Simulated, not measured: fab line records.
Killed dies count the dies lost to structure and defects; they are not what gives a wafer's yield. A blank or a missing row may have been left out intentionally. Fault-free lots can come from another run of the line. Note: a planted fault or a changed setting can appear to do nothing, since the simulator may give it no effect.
fab line records	flow sky130
record: lots: 6	wafers: 18	lastDay: 49
route steps=708 shown POLY_GATE@235 LDD_N@237 PAD_OPEN@708
lots untouched by any fault: they come from a run of this same line in which no faults occurred
startH: start of the lot's first displayed wafer, in hours after the record's first day	waitH: hours since the lot's step before	" unchanged from the row above	L1.1+2: a single row standing in for several wafers	- no value, or no start given	* or withheld: withheld	< > ~ a bound
route shown NAME@n: names a module that has steps shown in the file, with the first one's number in the route	usual: the fault-free wafers' mean and standard deviation	same: alike in all rows	chamber/n: place in a boat	sites: per-site readings	_std_site: the values' standard deviation	_edge_site: the outer-site mean with the inner-site mean subtracted	radiusMm: how far each site lies from the wafer's centre	mask NAME#n: copy n	behind: tool/chamber where the wafer was last shaped	hold: why the lot was held/for how many hours/how that ended	device: transistor that didn't switch, given as n, p or np	end of line: tests run on the same wafers once the route is complete	a step without rows: its recipe alone	killed: dies that structure and defects cost at the first sort, which is not the same as the wafer's yield	map: per-die view of a wafer (x killed, . not killed, _ where there is no die)
set.NAME: setting as actually run; set.NAME@STEP: the setting as run at that earlier step	model.NAME: the simulator's own value behind a step, which no gauge read
lots seen at some steps along the route; tables by step, rows by wafer
services: a tool's chamber out of use, with start hour (startH, from the record's first day; less than 0 if before it), hours out, and reason
== steps ==
step: SKY_POLY_GATE_THK_MEAS_21
recipe: reads: SiO2_of_POLY_GATE_OXIDATION_20
usual: POLY_GATE_OXIDATION_THK: 3.99/0.07
lot.wafer	tool	chamber	startH	waitH	POLY_GATE_OXIDATION_THK[nm]
L288.3	filmMetro-02	-	434.85	0.0	4.03
L288.4	"	-	"	"	4.01
L288.6	"	-	"	"	4.07
L289.3	filmMetro-03	-	441.88	0.0	3.95
L289.5	"	-	"	"	3.97
L289.6	"	-	"	"	3.96
L291.2	filmMetro-03	-	466.63	0.0	3.92
L291.3	"	-	"	"	4.06
L291.6	"	-	"	"	3.95
L295.1	filmMetro-03	-	496.32	0.0	3.98
L295.3	"	-	"	"	4.00
L295.5	"	-	"	"	3.98
L299.1	filmMetro-02	-	530.03	0.0	4.08
L299.5	"	-	"	"	4.07
L299.6	"	-	"	"	3.98
L300.1	filmMetro-02	-	542.06	0.0	4.05
L300.4	"	-	"	"	3.99
L300.6	"	-	"	"	3.98
step: SKY_POLY_GATE_CD_MEAS_22
usual: cdNm: 148.9/2.7
lot.wafer	tool	chamber	startH	waitH	cdNm
L288.3	cdSem-02	-	434.95	0.1	151.2
L288.4	"	-	"	"	145.8
L288.6	"	-	"	"	147.7
L289.3	cdSem-01	-	441.97	0.1	150.3
L289.5	"	-	"	"	150.8
L289.6	"	-	"	"	150.4
L291.2	cdSem-01	-	466.71	0.1	151.7
L291.3	"	-	"	"	150.6
L291.6	"	-	"	"	151.1
L295.1	cdSem-02	-	496.38	0.1	147.5
L295.3	"	-	"	"	149.1
L295.5	"	-	"	"	150.6
L299.1	cdSem-01	-	530.09	0.1	144.9
L299.5	"	-	"	"	143.1
L299.6	"	-	"	"	147.8
L300.1	cdSem-02	-	542.12	0.1	152.1
L300.4	"	-	"	"	146.3
L300.6	"	-	"	"	154.2
step: SKY_LDD_N_DEHYDRATE_00
recipe: tempC: 200	timeS: 60
step: SKY_LDD_N_HMDS_01
recipe: primeTimeS: 60	primeTempC: 120
step: SKY_LDD_N_COAT_02
recipe: resist: NOVOLAK	spinRpm: 3000	resistThkNm: 300
step: SKY_LDD_N_SOFTBAKE_03
recipe: tempC: 90	timeS: 60	resist: NOVOLAK
step: SKY_LDD_N_EXPOSE_04
recipe: maskId: NTM	targetCdNm: 840	na: 0.6	sourceShape: conventional	sigmaOuter: 0.6	doseMj: 110
step: SKY_LDD_N_PEB_05
recipe: tempC: withheld	timeS: *	resist: NOVOLAK
step: SKY_LDD_N_DEVELOP_06
recipe: developTimeS: 60	devTempC: 23
step: SKY_LDD_N_OVL_MEAS_07
usual: LDD_N_OVL: -0.5/1.7
lot.wafer	tool	chamber	startH	waitH	LDD_N_OVL[nm]
L288.3	overlay-02	-	466.13	0.1	-4.1
L288.4	"	-	"	"	-1.0
L288.6	"	-	"	"	-1.1
L289.3	overlay-02	-	472.98	0.1	-2.0
L289.5	"	-	"	"	-1.9
L289.6	"	-	"	"	-2.1
L291.2	overlay-02	-	497.49	0.1	-0.1
L291.3	"	-	"	"	-1.4
L291.6	"	-	"	"	0.0
L295.1	overlay-01	-	526.93	0.1	2.0
L295.3	"	-	"	"	2.8
L295.5	"	-	"	"	3.9
L299.1	overlay-02	-	560.62	0.1	-2.5
L299.5	"	-	"	"	-1.4
L299.6	"	-	"	"	-1.1
L300.1	overlay-01	-	571.91	0.1	0.0
L300.4	"	-	"	"	0.9
L300.6	"	-	"	"	0.8
step: SKY_LDD_N_IMPLANT_08
recipe: species: As	energyKev: 20	doseCm2: 7.5e+13	tiltDeg: withheld	rotationDeg: 23
step: SKY_LDD_N_IMPLANT_09
recipe: species: As	energyKev: 20	doseCm2: 7.5e+13	tiltDeg: withheld	rotationDeg: 113
step: SKY_LDD_N_IMPLANT_10
recipe: species: As	energyKev: 20	doseCm2: 7.5e+13	tiltDeg: withheld	rotationDeg: 203
usual: doseIonsCm2: 7.5e+13/8.8e+10	endStationPressureTorr: 5.36e-06/2.8e-07	faradayCurrentUA: 422/8.7
lot.wafer	tool	chamber	startH	waitH	doseIonsCm2	endStationPressureTorr	faradayCurrentUA
L288.3	implanter-03	0	466.50	0.1	7.503e+13	5.65e-06	438
L288.4	"	0	"	"	7.498e+13	4.85e-06	418
L288.6	"	0	"	"	7.494e+13	5.81e-06	426
L289.3	implanter-01	0	473.35	0.1	7.515e+13	5.16e-06	415
L289.5	"	0	"	"	7.503e+13	5.49e-06	419
L289.6	"	0	"	"	7.526e+13	4.91e-06	425
L291.2	implanter-02	0	497.84	0.1	7.506e+13	5.34e-06	428
L291.3	"	0	"	"	7.506e+13	5.09e-06	413
L291.6	"	0	"	"	7.511e+13	5.03e-06	414
L295.1	implanter-03	0	527.26	0.1	7.508e+13	5.13e-06	425
L295.3	"	0	"	"	7.495e+13	5.56e-06	416
L295.5	"	0	"	"	7.496e+13	5.39e-06	430
L299.1	implanter-03	0	560.95	0.1	4.984e+13	5.28e-06	271
L299.5	"	0	"	"	4.984e+13	5.43e-06	283
L299.6	"	0	"	"	4.978e+13	5.29e-06	272
L300.1	implanter-03	0	572.25	0.1	4.995e+13	6.02e-06	283
L300.4	"	0	"	"	4.995e+13	5.28e-06	268
L300.6	"	0	"	"	4.985e+13	5.04e-06	289
step: SKY_LDD_N_IMPLANT_11
recipe: species: As	energyKev: 20	doseCm2: 7.5e+13	tiltDeg: withheld	rotationDeg: 293
step: SKY_LDD_N_IMPLANT_12
recipe: species: BF2	energyKev: 50	doseCm2: 5e+12	tiltDeg: 30	rotationDeg: 0
step: SKY_LDD_N_IMPLANT_13
recipe: species: BF2	energyKev: 50	doseCm2: 5e+12	tiltDeg: 30	rotationDeg: 90
step: SKY_LDD_N_IMPLANT_14
recipe: species: BF2	energyKev: 50	doseCm2: 5e+12	tiltDeg: 30	rotationDeg: 180
step: SKY_LDD_N_IMPLANT_15
recipe: species: BF2	energyKev: 50	doseCm2: 5e+12	tiltDeg: 30	rotationDeg: 270
step: SKY_LDD_N_STRIP_16
recipe: chemistry: O2/N2	powerW: 1400	pressureMtorr: 1500	platenTempC: withheld	o2FlowSccm: 3000	n2FlowSccm: 300	overashFraction: 0.5
usual: drypumpMotorCurrentA: 5.5/0.34	oesProductAu: 0.406/0.0045	stripTimeToEndpointS: 4.309/0.015
lot.wafer	tool	chamber	startH	waitH	drypumpMotorCurrentA	oesProductAu	rfHoursCounterH	stripTimeToEndpointS
L288.3	plasmaAsher-03	1	467.38	0.1	5.9	0.410	-	4.323
L288.4	"	0	"	"	5.5	0.401	-	4.310
L288.6	"	0	"	"	5.5	0.415	-	4.313
L289.3	plasmaAsher-01	1	474.23	0.1	5.5	0.401	-	4.290
L289.5	"	0	"	"	5.9	0.402	-	4.291
L289.6	"	1	"	"	5.4	0.406	-	4.289
L291.2	plasmaAsher-03	0	498.72	0.1	5.5	0.400	6	4.308
L291.3	"	1	"	"	5.9	0.401	-	4.315
L291.6	"	1	"	"	5.9	0.406	-	4.329
L295.1	plasmaAsher-01	1	528.16	0.1	5.5	0.400	83	4.289
L295.3	"	1	"	"	5.5	0.401	-	4.314
L295.5	"	1	"	"	5.5	0.411	-	4.297
L299.1	plasmaAsher-01	0	561.85	0.1	6.0	0.417	86	4.240
L299.5	"	0	"	"	6.0	0.403	-	4.233
L299.6	"	1	"	"	5.4	0.404	-	4.237
L300.1	plasmaAsher-04	0	573.15	0.1	5.5	0.409	77	4.253
L300.4	"	0	"	"	5.5	0.413	-	4.261
L300.6	"	1	"	"	4.9	0.410	-	4.261
step: SKY_LDD_N_TW_MEAS_17
usual: LDD_N_TW: 2604/39
lot.wafer	tool	chamber	startH	waitH	LDD_N_TW
L288.3	filmMetro-02	-	467.47	0.1	2555
L288.4	"	-	"	"	2552
L288.6	"	-	"	"	2553
L289.3	filmMetro-04	-	474.32	0.1	2634
L289.5	"	-	"	"	2642
L289.6	"	-	"	"	2652
L291.2	filmMetro-02	-	498.83	0.1	2571
L291.3	"	-	"	"	2561
L291.6	"	-	"	"	2564
L295.1	filmMetro-04	-	528.26	0.1	2670
L295.3	"	-	"	"	2648
L295.5	"	-	"	"	2645
L299.1	filmMetro-03	-	561.95	0.1	2569
L299.5	"	-	"	"	2558
L299.6	"	-	"	"	2570
L300.1	filmMetro-03	-	573.25	0.1	2579
L300.4	"	-	"	"	2572
L300.6	"	-	"	"	2556
step: SKY_PAD_OPEN_PROBE_99
usual: killed_at_M0_to_M3: 44/7.2	killed_at_M4_up: 3.0/1.9	killedAtContacts: 25/4.8	killedAtFrontEnd: 16/4.2	killedAtOther: 0.2/0.44	killedDies: 88/9.3	killedOpen: 48/7.1	killedShort: 40/6.5
same: grossDies: 492	killedAtBackSide: 0
lot.wafer	tool	chamber	startH	waitH	killed_at_M0_to_M3	killed_at_M4_up	killedAtContacts	killedAtFrontEnd	killedAtOther	killedDies	killedOpen	killedShort	model.etest.tipN.rsOhmSq
L288.3	prober-02	-	1118.81	0.2	57	5	36	12	1	111	57	54	438.5
L288.4	prober-02	-	1118.86	0.2	33	1	20	14	0	68	40	28	442.4
L288.6	prober-02	-	1118.96	0.2	47	4	23	11	0	85	50	35	440.9
L289.3	prober-01	-	1122.11	0.2	44	0	27	11	0	82	41	41	439.7
L289.5	prober-01	-	1122.21	0.2	34	2	29	11	1	77	43	34	438.9
L289.6	prober-01	-	1122.26	0.2	53	1	26	18	1	99	47	52	438.3
L291.2	prober-01	-	1138.53	0.1	35	3	16	20	0	74	44	30	441.3
L291.3	prober-01	-	1138.58	0.2	45	3	18	19	0	85	44	41	448.5
L291.6	prober-01	-	1138.73	0.2	37	4	13	12	0	66	29	37	444
L295.1	prober-01	-	1154.10	0.1	36	1	29	14	0	80	37	43	441.3
L295.3	prober-01	-	1154.20	0.2	44	5	26	21	0	96	40	56	443.4
L295.5	prober-01	-	1154.30	0.2	38	2	36	10	0	86	48	38	445.1
L299.1	prober-01	-	1173.09	0.1	48	2	24	15	0	89	37	52	474.4
L299.5	prober-01	-	1173.29	0.2	42	0	23	10	0	75	44	31	471.4
L299.6	prober-01	-	1173.34	0.2	53	1	31	16	1	102	53	49	474.3
L300.1	prober-02	-	1181.55	0.1	38	3	21	16	1	79	50	29	466.6
L300.4	prober-02	-	1181.70	0.2	50	2	25	17	0	94	54	40	469.2
L300.6	prober-02	-	1181.80	0.2	48	3	23	16	0	90	48	42	470.6
killed by level:class
L288.3 VIA1:geometricParticle:open=15 METAL2:geometricParticle:short=11 CONTACT:geometricParticle:open=11 LI_CONTACT:geometricParticle:open=10 VIA2:geometricParticle:open=7 LOCAL_INTERCONNECT:geometricParticle:short=6 FIELD_ISO:geometricParticle:short=5 CONTACT:geometricParticle:short=5
L288.4 VIA1:geometricParticle:open=10 CONTACT:geometricParticle:open=9 FIELD_ISO:geometricParticle:open=6 VIA1:geometricParticle:short=5 VIA2:geometricParticle:open=5 LI_CONTACT:geometricParticle:short=4 METAL2:geometricParticle:short=4 LI_CONTACT:geometricParticle:open=3
L288.6 VIA1:geometricParticle:open=13 VIA3:geometricParticle:open=11 METAL1:geometricParticle:short=8 CONTACT:geometricParticle:open=7 CONTACT:geometricParticle:short=5 VIA2:geometricParticle:open=5 LI_CONTACT:geometricParticle:short=4 LI_CONTACT:geometricParticle:open=4
L289.3 CONTACT:geometricParticle:open=9 VIA1:geometricParticle:short=8 METAL1:geometricParticle:short=7 LI_CONTACT:geometricParticle:open=6 VIA1:geometricParticle:open=6 VIA3:geometricParticle:open=6 VIA3:geometricParticle:short=5 LI_CONTACT:geometricParticle:short=4
L289.5 CONTACT:geometricParticle:open=9 CONTACT:geometricParticle:short=9 VIA1:geometricParticle:open=9 VIA2:geometricParticle:open=6 METAL1:geometricParticle:short=5 VIA3:geometricParticle:open=5 FIELD_ISO:geometricParticle:open=4 POLY_GATE:geometricParticle:short=4
L289.6 CONTACT:geometricParticle:open=12 METAL2:geometricParticle:short=11 FIELD_ISO:geometricParticle:short=8 VIA3:geometricParticle:short=8 VIA3:geometricParticle:open=8 LI_CONTACT:geometricParticle:open=7 VIA1:geometricParticle:open=5 METAL1:geometricParticle:short=4
L291.2 POLY_GATE:geometricParticle:open=8 VIA1:geometricParticle:open=8 LI_CONTACT:geometricParticle:open=7 VIA3:geometricParticle:open=7 POLY_GATE:geometricParticle:short=6 CONTACT:geometricParticle:open=5 METAL1:geometricParticle:short=5 VIA2:geometricParticle:open=5
L291.3 VIA1:geometricParticle:open=11 VIA2:geometricParticle:open=9 CONTACT:geometricParticle:open=8 METAL1:geometricParticle:short=7 FIELD_ISO:geometricParticle:open=5 VIA1:geometricParticle:short=5 FIELD_ISO:geometricParticle:short=4 LOCAL_INTERCONNECT:geometricParticle:short=4
L291.6 METAL1:geometricParticle:short=7 VIA3:geometricParticle:open=5 VIA2:geometricParticle:open=5 POLY_GATE:geometricParticle:open=4 VIA1:geometricParticle:short=4 VIA1:geometricParticle:open=4 VIA2:geometricParticle:short=4 METAL3:geometricParticle:short=4
L295.1 LI_CONTACT:geometricParticle:short=7 LI_CONTACT:geometricParticle:open=7 CONTACT:geometricParticle:open=6 VIA1:geometricParticle:short=6 FIELD_ISO:geometricParticle:short=5 CONTACT:geometricParticle:short=5 VIA2:geometricParticle:open=5 VIA3:geometricParticle:open=5
L295.3 FIELD_ISO:geometricParticle:short=9 VIA1:geometricParticle:short=8 CONTACT:geometricParticle:open=7 METAL1:geometricParticle:short=7 VIA1:geometricParticle:open=7 LI_CONTACT:geometricParticle:open=6 LOCAL_INTERCONNECT:geometricParticle:short=6 VIA3:geometricParticle:open=6
L295.5 LOCAL_INTERCONNECT:geometricParticle:short=11 VIA1:geometricParticle:open=10 LI_CONTACT:geometricParticle:open=9 CONTACT:geometricParticle:open=8 METAL1:geometricParticle:short=7 POLY_GATE:geometricParticle:open=6 CONTACT:geometricParticle:short=6 VIA3:geometricParticle:open=6
L299.1 CONTACT:geometricParticle:open=11 METAL2:geometricParticle:short=9 METAL1:geometricParticle:short=8 POLY_GATE:geometricParticle:short=5 VIA2:geometricParticle:open=5 VIA2:geometricParticle:short=5 VIA3:geometricParticle:short=5 FIELD_ISO:geometricParticle:short=4
L299.5 VIA1:geometricParticle:open=13 CONTACT:geometricParticle:open=8 METAL1:geometricParticle:short=7 VIA3:geometricParticle:open=7 LI_CONTACT:geometricParticle:open=6 VIA2:geometricParticle:open=5 FIELD_ISO:geometricParticle:short=4 LOCAL_INTERCONNECT:geometricParticle:short=4
L299.6 CONTACT:geometricParticle:open=11 VIA1:geometricParticle:open=11 VIA2:geometricParticle:open=8 METAL1:geometricParticle:short=8 FIELD_ISO:geometricParticle:open=7 LOCAL_INTERCONNECT:geometricParticle:short=5 CONTACT:geometricParticle:short=5 METAL2:geometricParticle:short=5
L300.1 VIA1:geometricParticle:open=15 FIELD_ISO:geometricParticle:open=6 LI_CONTACT:geometricParticle:open=6 CONTACT:geometricParticle:open=6 VIA2:geometricParticle:open=4 FIELD_ISO:geometricParticle:short=4 LI_CONTACT:geometricParticle:short=4 VIA1:geometricParticle:short=4
L300.4 VIA1:geometricParticle:open=14 CONTACT:geometricParticle:open=10 FIELD_ISO:geometricParticle:short=7 LOCAL_INTERCONNECT:geometricParticle:short=7 VIA2:geometricParticle:open=7 VIA3:geometricParticle:open=7 VIA1:geometricParticle:short=5 LI_CONTACT:geometricParticle:open=5
L300.6 VIA2:geometricParticle:open=10 VIA1:geometricParticle:open=8 LI_CONTACT:geometricParticle:open=7 METAL2:geometricParticle:short=7 LOCAL_INTERCONNECT:geometricParticle:short=6 CONTACT:geometricParticle:open=6 VIA3:geometricParticle:open=5 VIA1:geometricParticle:short=5
== services ==
tool	chamber	startH	hours	kind
plasmaAsher-03	-	453.94	3.0	repair
implanter-01	-	476.79	1.8	repair
implanter-02	-	481.34	2.6	repair
implanter-01	-	496.41	213.8	pm
plasmaAsher-04	-	534.79	4.5	repair
plasmaAsher-03	-	555.32	2.6	repair
== key ==
firstSign: step: SKY_LDD_N_IMPLANT_10	reading: doseIonsCm2	direction: down	sigmas: 99+	usual: *	struck: *
effect: step: SKY_LDD_N_IMPLANT_10	reading: faradayCurrentUA	direction: down	sigmas: 17	usual: 422	struck: 277
effect: step: SKY_LDD_N_STRIP_16	reading: stripTimeToEndpointS	direction: down	sigmas: 4.2	usual: *	struck: *
modelEffect: step: SKY_PAD_OPEN_PROBE_99	value: etest.tipN.rsOhmSq	without: 445.2	struck: 471.1
metAt SKY_LDD_N_IMPLANT_10
struckWafers L299.1,L299.5,L299.6,L300.1,L300.4,L300.6
testerLeftOut L299,L300
onsetBetween 527.26 560.95
fault: kind: processParameterDrift	tool: implanter-03	chamber: -	onsetH: 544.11	steps: SKY_LDD_N_IMPLANT_10	channel: doseCm2	offset: *	shape: step	endH: 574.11	actsIn: *	stated: *
testerLeftOut: of these lots the tester's yield and bins aren't shown, on N5 and GAA mostly nor the transistor test; their killed dies are dies lost to structure and defects alone, not to doping, threshold or leakage, so they don't give the yield
